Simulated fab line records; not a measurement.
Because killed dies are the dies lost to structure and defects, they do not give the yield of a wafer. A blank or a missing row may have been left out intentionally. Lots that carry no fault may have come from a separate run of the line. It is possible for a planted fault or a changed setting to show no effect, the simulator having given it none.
A sampling plan put to the test | flow sky130 | one line in one fab, 52 faults in these records, each fault weighed on the records of the lots it struck
Plan = the line's own looks (route steps where a gauge or an inspection reads the wafer without altering it). A look is open to judgement when struck wafers have a number at it and the file gives its usual mean and standard deviation on fault-free wafers. Caught: a look later than the fault's first step finds the struck wafers' mean 4 or more of those standard deviations (sigma) from the usual mean. On the tool: here the same test is run on the tool's own readings at the fault's steps. Another recipe on the struck wafers, or a record that is blank for them alone, also counts as caught.

== THE FAULTS, as the simulator had put them in ==
1. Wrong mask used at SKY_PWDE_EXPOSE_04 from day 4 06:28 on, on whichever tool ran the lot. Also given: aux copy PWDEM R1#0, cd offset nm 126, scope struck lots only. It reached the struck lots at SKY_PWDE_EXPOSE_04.
2. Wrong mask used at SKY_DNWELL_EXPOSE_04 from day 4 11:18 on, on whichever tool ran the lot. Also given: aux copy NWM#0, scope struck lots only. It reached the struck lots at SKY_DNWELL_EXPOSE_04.
3. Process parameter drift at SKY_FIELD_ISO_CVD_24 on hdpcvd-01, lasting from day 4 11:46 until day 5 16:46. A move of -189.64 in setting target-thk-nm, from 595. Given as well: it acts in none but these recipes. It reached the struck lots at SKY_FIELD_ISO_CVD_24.
4. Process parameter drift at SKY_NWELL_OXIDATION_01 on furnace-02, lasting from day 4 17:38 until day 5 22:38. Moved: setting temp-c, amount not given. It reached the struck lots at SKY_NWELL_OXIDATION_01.
5. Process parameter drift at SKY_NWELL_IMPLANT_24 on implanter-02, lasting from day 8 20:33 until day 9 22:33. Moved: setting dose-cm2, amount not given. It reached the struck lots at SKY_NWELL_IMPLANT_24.
6. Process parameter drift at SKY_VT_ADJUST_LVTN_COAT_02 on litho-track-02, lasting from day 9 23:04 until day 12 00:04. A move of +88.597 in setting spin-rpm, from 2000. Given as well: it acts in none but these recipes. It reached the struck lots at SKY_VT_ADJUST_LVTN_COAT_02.
7. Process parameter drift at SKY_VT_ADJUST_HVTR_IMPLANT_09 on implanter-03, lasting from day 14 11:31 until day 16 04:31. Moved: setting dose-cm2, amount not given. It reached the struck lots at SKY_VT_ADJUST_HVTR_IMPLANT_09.
8. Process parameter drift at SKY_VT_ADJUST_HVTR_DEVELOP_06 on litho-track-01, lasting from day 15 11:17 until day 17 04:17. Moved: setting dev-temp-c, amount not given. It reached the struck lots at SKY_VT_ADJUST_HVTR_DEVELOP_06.
9. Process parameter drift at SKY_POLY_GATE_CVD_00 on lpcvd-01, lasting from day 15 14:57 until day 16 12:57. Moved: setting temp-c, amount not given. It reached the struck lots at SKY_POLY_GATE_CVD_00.
10. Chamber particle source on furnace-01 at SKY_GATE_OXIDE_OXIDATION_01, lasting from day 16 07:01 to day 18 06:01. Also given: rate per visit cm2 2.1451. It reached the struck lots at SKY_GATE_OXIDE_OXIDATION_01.
11. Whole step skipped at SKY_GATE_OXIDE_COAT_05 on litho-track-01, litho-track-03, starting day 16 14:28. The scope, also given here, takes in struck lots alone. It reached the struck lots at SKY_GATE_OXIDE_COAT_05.
12. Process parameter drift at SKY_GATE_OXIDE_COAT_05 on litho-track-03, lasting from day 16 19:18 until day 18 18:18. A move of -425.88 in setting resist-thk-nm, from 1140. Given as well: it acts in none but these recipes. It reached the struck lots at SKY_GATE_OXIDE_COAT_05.
13. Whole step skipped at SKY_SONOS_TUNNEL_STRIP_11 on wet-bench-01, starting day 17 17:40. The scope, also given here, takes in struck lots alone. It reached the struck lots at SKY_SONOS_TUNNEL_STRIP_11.
14. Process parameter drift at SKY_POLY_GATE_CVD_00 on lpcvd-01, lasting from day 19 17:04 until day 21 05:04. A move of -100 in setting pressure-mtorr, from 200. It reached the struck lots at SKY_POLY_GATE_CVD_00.
15. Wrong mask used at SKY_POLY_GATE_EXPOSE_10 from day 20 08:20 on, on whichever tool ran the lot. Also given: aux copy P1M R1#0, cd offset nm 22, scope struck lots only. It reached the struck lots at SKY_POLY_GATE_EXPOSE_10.
16. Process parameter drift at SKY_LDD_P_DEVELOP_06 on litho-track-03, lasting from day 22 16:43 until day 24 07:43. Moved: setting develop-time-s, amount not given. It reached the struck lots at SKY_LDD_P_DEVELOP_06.
17. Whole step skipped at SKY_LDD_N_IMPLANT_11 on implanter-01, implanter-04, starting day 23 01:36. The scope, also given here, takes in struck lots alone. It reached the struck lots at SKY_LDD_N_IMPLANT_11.
18. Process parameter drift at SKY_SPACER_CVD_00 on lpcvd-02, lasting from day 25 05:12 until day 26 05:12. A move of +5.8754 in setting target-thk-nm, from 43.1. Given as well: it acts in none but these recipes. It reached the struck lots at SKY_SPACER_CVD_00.
19. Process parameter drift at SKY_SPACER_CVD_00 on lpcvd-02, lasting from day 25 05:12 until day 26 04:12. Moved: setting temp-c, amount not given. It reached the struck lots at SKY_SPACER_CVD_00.
20. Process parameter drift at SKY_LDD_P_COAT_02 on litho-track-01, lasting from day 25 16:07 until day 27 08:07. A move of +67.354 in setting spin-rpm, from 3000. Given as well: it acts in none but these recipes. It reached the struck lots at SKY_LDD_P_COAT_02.
21. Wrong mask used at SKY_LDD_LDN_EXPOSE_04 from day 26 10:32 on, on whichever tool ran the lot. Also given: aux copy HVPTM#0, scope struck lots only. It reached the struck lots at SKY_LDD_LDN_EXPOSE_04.
22. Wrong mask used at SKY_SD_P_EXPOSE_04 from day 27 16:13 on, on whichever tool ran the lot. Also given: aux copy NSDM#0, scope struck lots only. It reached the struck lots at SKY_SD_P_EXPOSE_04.
23. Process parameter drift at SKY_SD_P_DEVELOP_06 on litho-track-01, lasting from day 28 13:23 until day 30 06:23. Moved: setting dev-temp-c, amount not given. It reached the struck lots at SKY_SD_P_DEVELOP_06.
24. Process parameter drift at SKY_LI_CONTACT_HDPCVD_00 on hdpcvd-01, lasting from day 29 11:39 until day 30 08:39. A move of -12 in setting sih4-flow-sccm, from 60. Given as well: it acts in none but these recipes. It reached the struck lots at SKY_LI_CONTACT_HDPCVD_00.
25. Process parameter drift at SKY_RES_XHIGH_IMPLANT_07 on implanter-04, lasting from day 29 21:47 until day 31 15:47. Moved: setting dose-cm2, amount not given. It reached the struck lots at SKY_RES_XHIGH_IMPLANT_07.
26. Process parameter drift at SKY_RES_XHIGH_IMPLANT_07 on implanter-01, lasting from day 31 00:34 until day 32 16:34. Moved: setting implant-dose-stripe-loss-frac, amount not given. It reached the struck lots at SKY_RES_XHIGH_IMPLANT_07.
27. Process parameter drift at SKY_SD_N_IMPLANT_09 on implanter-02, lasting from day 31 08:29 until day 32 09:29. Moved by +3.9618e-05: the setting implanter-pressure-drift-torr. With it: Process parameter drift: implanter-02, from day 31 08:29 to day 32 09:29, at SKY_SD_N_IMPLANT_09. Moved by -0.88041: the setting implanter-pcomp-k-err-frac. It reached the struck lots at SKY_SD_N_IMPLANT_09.
28. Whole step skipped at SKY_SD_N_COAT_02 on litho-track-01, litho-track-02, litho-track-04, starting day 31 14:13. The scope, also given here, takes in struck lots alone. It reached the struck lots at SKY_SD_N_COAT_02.
29. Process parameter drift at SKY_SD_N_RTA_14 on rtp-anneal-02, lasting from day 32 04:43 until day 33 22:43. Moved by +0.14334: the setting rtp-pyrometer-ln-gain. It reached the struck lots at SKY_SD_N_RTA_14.
30. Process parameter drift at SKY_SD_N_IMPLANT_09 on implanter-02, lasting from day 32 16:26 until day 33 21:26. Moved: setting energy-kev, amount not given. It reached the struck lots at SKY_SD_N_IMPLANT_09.
31. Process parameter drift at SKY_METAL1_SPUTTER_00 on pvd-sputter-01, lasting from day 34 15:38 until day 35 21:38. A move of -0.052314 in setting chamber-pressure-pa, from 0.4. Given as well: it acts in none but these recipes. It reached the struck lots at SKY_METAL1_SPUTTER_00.
32. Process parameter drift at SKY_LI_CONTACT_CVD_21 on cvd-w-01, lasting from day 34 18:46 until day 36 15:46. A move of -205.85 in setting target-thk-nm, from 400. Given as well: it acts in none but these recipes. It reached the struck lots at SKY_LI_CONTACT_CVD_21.
33. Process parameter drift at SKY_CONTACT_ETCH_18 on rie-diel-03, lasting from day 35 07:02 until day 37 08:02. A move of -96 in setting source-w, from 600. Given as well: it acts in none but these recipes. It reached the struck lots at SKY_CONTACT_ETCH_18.
34. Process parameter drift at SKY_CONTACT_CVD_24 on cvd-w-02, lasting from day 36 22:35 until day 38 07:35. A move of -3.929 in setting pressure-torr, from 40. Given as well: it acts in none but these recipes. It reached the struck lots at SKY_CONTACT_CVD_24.
35. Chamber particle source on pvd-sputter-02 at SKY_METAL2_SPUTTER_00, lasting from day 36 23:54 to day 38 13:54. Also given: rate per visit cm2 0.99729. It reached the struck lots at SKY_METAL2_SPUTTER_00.
36. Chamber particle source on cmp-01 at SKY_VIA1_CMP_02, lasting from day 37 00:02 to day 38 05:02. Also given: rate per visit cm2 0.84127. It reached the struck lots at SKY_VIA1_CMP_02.
37. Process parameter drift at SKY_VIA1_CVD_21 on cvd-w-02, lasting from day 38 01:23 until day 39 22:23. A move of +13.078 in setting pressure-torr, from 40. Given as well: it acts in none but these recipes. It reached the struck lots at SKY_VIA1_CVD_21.
38. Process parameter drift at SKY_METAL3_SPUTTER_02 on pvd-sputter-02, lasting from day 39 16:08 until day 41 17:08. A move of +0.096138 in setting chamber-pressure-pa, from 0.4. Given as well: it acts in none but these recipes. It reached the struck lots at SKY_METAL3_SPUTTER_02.
39. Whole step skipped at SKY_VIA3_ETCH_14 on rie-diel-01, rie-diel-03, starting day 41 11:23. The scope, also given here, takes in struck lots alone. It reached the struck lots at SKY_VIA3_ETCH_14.
40. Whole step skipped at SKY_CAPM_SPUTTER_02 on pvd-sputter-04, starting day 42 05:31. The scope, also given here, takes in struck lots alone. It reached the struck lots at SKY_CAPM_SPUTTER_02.
41. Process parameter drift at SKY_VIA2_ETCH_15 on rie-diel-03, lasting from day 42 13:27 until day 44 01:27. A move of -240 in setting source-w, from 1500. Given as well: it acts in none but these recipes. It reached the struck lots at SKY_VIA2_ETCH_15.
42. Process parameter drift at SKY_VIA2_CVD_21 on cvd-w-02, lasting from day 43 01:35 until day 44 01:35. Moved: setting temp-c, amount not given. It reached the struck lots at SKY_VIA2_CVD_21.
43. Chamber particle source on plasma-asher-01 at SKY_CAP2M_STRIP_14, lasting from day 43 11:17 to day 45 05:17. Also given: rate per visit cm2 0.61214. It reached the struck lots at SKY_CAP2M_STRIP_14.
44. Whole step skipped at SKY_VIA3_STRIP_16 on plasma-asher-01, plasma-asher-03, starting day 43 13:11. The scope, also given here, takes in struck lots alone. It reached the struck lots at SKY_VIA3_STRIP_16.
45. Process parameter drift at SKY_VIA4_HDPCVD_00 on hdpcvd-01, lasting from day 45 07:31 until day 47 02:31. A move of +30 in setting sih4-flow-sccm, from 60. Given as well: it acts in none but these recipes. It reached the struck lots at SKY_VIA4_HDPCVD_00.
46. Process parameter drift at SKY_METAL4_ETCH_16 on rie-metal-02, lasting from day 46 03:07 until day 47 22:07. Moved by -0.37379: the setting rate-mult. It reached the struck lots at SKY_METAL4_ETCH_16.
47. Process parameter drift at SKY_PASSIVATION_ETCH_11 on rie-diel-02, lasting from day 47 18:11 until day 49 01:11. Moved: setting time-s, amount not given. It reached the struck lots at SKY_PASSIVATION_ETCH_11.
48. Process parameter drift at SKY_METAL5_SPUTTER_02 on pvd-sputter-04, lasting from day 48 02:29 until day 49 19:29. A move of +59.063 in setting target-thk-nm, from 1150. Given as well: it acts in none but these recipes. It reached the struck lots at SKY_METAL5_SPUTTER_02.
49. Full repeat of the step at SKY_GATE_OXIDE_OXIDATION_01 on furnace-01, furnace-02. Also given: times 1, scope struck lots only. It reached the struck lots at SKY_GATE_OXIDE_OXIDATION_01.
50. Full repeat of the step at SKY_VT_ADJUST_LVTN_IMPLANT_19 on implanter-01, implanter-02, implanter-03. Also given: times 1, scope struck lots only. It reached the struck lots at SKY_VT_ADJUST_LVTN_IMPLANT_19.
51. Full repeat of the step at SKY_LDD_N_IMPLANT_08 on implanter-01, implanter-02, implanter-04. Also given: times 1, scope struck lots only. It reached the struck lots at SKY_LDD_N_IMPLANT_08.
52. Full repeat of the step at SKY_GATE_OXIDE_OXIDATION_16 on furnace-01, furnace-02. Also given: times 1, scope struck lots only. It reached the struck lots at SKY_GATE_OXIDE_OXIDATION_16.

== WHAT THE PLAN SAW ==
fault | on the tool itself                               | first look that catches it                      | reading, sigma                                          | median hours from its first step to that look | hours from the fault's start to the first struck lot there | judged looks passed uncaught
1     | no reading that can be judged                    | no look after it can be judged                  | -                                                       | -                                             | -                                                          | 0
2     | no reading that can be judged                    | SKY_DNWELL_TW_MEAS_09                           | DNWELL_TW -72                                           | 9.7                                           | 14                                                         | 0
3     | under 2 sigma                                    | SKY_FIELD_ISO_THK_MEAS_25                       | FIELD_ISO_CVD_24_THK -26                                | 0.1                                           | 5                                                          | 0
4     | tube-center-temp-C +99 or beyond sigma           | SKY_NWELL_THK_MEAS_02                           | NWELL_OXIDATION_THK +9.6                                | 1.4                                           | 3                                                          | 0
5     | dose-ions-cm2 -64 sigma                          | no look after it can be judged                  | -                                                       | -                                             | -                                                          | 0
6     | spin-speed-rpm +80 sigma                         | no look after it can be judged                  | -                                                       | -                                             | -                                                          | 0
7     | dose-ions-cm2 -99 or beyond sigma                | SKY_VT_ADJUST_HVTR_TW_MEAS_11                   | VT_ADJUST_HVTR_TW -9.7                                  | 0.2                                           | 8                                                          | 0
8     | developer-temp-C -10 sigma                       | none of the 2 looks that can be judged after it | strongest: cd-nm at SKY_VT_ADJUST_HVTR_CD_MEAS_07, +2.0 | -                                             | -                                                          | 2
9     | susceptor-temp-C -98 sigma                       | SKY_POLY_GATE_THK_MEAS_01                       | POLY_GATE_CVD_00_THK -45                                | 1.2                                           | 1                                                          | 0
10    | under 2 sigma                                    | not the one look that can be judged after it    | -                                                       | -                                             | -                                                          | 1
11    | the tool's record is blank for the struck wafers | no look after it can be judged                  | -                                                       | -                                             | -                                                          | 0
12    | no reading that can be judged                    | not the one look that can be judged after it    | -                                                       | -                                             | -                                                          | 1
13    | the tool's record is blank for the struck wafers | no look after it can be judged                  | -                                                       | -                                             | -                                                          | 0
14    | pressure-mtorr -99 or beyond sigma               | SKY_POLY_GATE_THK_MEAS_01                       | POLY_GATE_CVD_00_THK -27                                | 1.2                                           | 10                                                         | 0
15    | no reading that can be judged                    | SKY_POLY_GATE_CD_MEAS_13                        | cd-nm +18                                               | 15.1                                          | 20                                                         | 0
16    | no reading that can be judged                    | SKY_LDD_P_CD_MEAS_07                            | cd-nm +7.4                                              | 0.1                                           | 4                                                          | 0
17    | the tool's record is blank for the struck wafers | SKY_LDD_N_TW_MEAS_17                            | LDD_N_TW -4.5                                           | 0.8                                           | 13                                                         | 0
18    | under 2 sigma                                    | SKY_SPACER_THK_MEAS_01                          | SPACER_CVD_00_THK +16                                   | 1.5                                           | 12                                                         | 0
19    | susceptor-temp-C -44 sigma                       | SKY_SPACER_THK_MEAS_01                          | SPACER_CVD_00_THK -24                                   | 1.5                                           | 12                                                         | 0
20    | spin-speed-rpm +36 sigma                         | none of the 2 looks that can be judged after it | -                                                       | -                                             | -                                                          | 2
21    | no reading that can be judged                    | SKY_LDD_LDN_TW_MEAS_13                          | LDD_LDN_TW -80                                          | 15.9                                          | 17                                                         | 0
22    | no reading that can be judged                    | SKY_SD_P_TW_MEAS_11                             | SD_P_TW -99 or beyond                                   | 15.6                                          | 17                                                         | 0
23    | developer-temp-C -23 sigma                       | not the one look that can be judged after it    | -                                                       | -                                             | -                                                          | 1
24    | sih4-flow-sccm -66 sigma                         | SKY_LI_CONTACT_THK_MEAS_01                      | LI_CONTACT_HDPCVD_THK -24                               | 0.2                                           | 5                                                          | 0
25    | dose-ions-cm2 -18 sigma                          | SKY_SD_N_RS_MEAS_18                             | RES_XHIGH_RS +5.2                                       | 28.9                                          | 38                                                         | 0
26    | no reading that can be judged                    | none of the 9 looks that can be judged after it | strongest: RES_XHIGH_RS at SKY_SD_N_RS_MEAS_18, +2.1    | -                                             | -                                                          | 9
27    | end-station-pressure-torr +44 sigma              | SKY_SD_N_RS_MEAS_16                             | SD_N_RS -9.3                                            | 0.7                                           | 3                                                          | 0
28    | the tool's record is blank for the struck wafers | no look after it can be judged                  | -                                                       | -                                             | -                                                          | 0
29    | lamp-power-pct -10 sigma                         | SKY_SD_N_RS_MEAS_16                             | SD_N_RS +23                                             | 0.2                                           | 7                                                          | 0
30    | beam-energy-keV +67 sigma                        | SKY_SD_N_RS_MEAS_16                             | SD_N_RS -7.9                                            | 0.7                                           | 20                                                         | 0
31    | chamber-pressure-pa -62 sigma                    | no look after it can be judged                  | -                                                       | -                                             | -                                                          | 0
32    | under 2 sigma                                    | SKY_LI_CONTACT_RS_MEAS_22                       | LI_CONTACT_W_RS +51                                     | 0.1                                           | 6                                                          | 0
33    | rf-fwd-power-W -36 sigma                         | no look after it can be judged                  | -                                                       | -                                             | -                                                          | 0
34    | chamber-pressure-Torr -39 sigma                  | none of the 3 looks that can be judged after it | strongest: CONTACT_W_RS at SKY_CONTACT_RS_MEAS_25, +2.7 | -                                             | -                                                          | 3
35    | under 2 sigma                                    | not the one look that can be judged after it    | -                                                       | -                                             | -                                                          | 1
36    | under 2 sigma                                    | no look after it can be judged                  | -                                                       | -                                             | -                                                          | 0
37    | chamber-pressure-Torr +99 or beyond sigma        | SKY_VIA1_RS_MEAS_22                             | VIA1_W_RS -7.6                                          | 0.1                                           | 7                                                          | 0
38    | chamber-pressure-pa +99 or beyond sigma          | no look after it can be judged                  | -                                                       | -                                             | -                                                          | 0
39    | the tool's record is blank for the struck wafers | no look after it can be judged                  | -                                                       | -                                             | -                                                          | 0
40    | the tool's record is blank for the struck wafers | no look after it can be judged                  | -                                                       | -                                             | -                                                          | 0
41    | rf-fwd-power-W -48 sigma                         | no look after it can be judged                  | -                                                       | -                                             | -                                                          | 0
42    | susceptor-temp-C +96 sigma                       | SKY_VIA2_RS_MEAS_22                             | VIA2_W_RS -15                                           | 0.2                                           | 11                                                         | 0
43    | under 2 sigma                                    | not the one look that can be judged after it    | -                                                       | -                                             | -                                                          | 1
44    | no reading that can be judged                    | no look after it can be judged                  | -                                                       | -                                             | -                                                          | 0
45    | sih4-flow-sccm +99 or beyond sigma               | SKY_VIA4_THK_MEAS_01                            | VIA4_HDPCVD_THK +51                                     | 0.2                                           | 1                                                          | 0
46    | under 2 sigma                                    | no look after it can be judged                  | -                                                       | -                                             | -                                                          | 0
47    | run-length-s +85 sigma                           | no look after it can be judged                  | -                                                       | -                                             | -                                                          | 0
48    | under 2 sigma                                    | SKY_METAL5_RS_MEAS_05                           | METAL5_ALCU_RS -4.4                                     | 0.1                                           | 11                                                         | 0
49    | under 2 sigma                                    | SKY_GATE_OXIDE_THK_MEAS_02                      | GATE_OXIDE_OXIDATION_00_THK +34                         | 3.1                                           | -                                                          | 0
50    | under 2 sigma                                    | SKY_VT_ADJUST_LVTN_TW_MEAS_21                   | VT_ADJUST_LVTN_2_TW +18                                 | 1.2                                           | -                                                          | 0
51    | no reading that can be judged                    | SKY_LDD_N_TW_MEAS_17                            | LDD_N_TW +4.5                                           | 1.6                                           | -                                                          | 0
52    | under 2 sigma                                    | no look after it can be judged                  | -                                                       | -                                             | -                                                          | 0
Dash: fault not caught, or number not given in these records.

Caught at a look: 26 of 52. Caught on the tool: 30 of 52. By one or the other: 42 of 52.
Caught on the tool alone: faults 5, 6, 8, 11, 13, 20, 23, 28, 31, 33, 34, 38, 39, 40, 41, 47.
Caught at a look alone: faults 2, 3, 15, 16, 18, 21, 22, 32, 48, 49, 50, 51.
Caught by neither: faults 1, 10, 12, 26, 35, 36, 43, 44, 46, 52.

== THINNER SAMPLING ==
Were the look that catches a fault to measure just every second or every third lot (counted by lot number), the first struck lot would, at worst, be measured this late:
fault | struck lots at that look, in order of time | every lot | every second lot | every third lot
2     | L728                                       | 14 h      | may miss it      | may miss it
3     | L876, L879                                 | 5 h       | 21 h             | may miss all 2
4     | L663, L664                                 | 3 h       | 11 h             | may miss all 2
7     | L846, L848                                 | 8 h       | may miss all 2   | may miss all 2
9     | L652, L653                                 | 1 h       | 2 h              | may miss all 2
14    | L329, L330, L331                           | 10 h      | 18 h             | 24 h
15    | L939                                       | 20 h      | may miss it      | may miss it
16    | L900, L901                                 | 4 h       | 14 h             | may miss all 2
17    | L712, L713, L714                           | 13 h      | 14 h             | 25 h
18    | L894, L895                                 | 12 h      | 16 h             | may miss all 2
19    | L927, L928                                 | 12 h      | 16 h             | may miss all 2
21    | L639                                       | 17 h      | may miss it      | may miss it
22    | L155                                       | 17 h      | may miss it      | may miss it
24    | L581, L582                                 | 5 h       | 9 h              | may miss all 2
25    | L399, L400                                 | 38 h      | 49 h             | may miss all 2
27    | L951, L952                                 | 3 h       | 14 h             | may miss all 2
29    | L908, L911                                 | 7 h       | 39 h             | may miss all 2
30    | L629, L630                                 | 20 h      | 27 h             | may miss all 2
32    | L640, L641, L642                           | 6 h       | 24 h             | 24 h
37    | L191, L192                                 | 7 h       | 28 h             | may miss all 2
42    | L106, L109                                 | 11 h      | 22 h             | may miss all 2
45    | L606, L607                                 | 1 h       | 12 h             | may miss all 2
48    | L392, L394                                 | 11 h      | may miss all 2   | may miss all 2
Hours are from the fault's start to the first struck lot that is measured. Since the struck wafers were tested as one group against 4 sigma, a single lot by itself may lie under the limit. Other struck lots may not be in these records.

== THE LONGEST TIMED WAY FROM STEP TO LOOK ==
Fault 25: the median time between SKY_RES_XHIGH_IMPLANT_07 and SKY_SD_N_RS_MEAS_18 is 28.9 hours. No look between them can be judged.
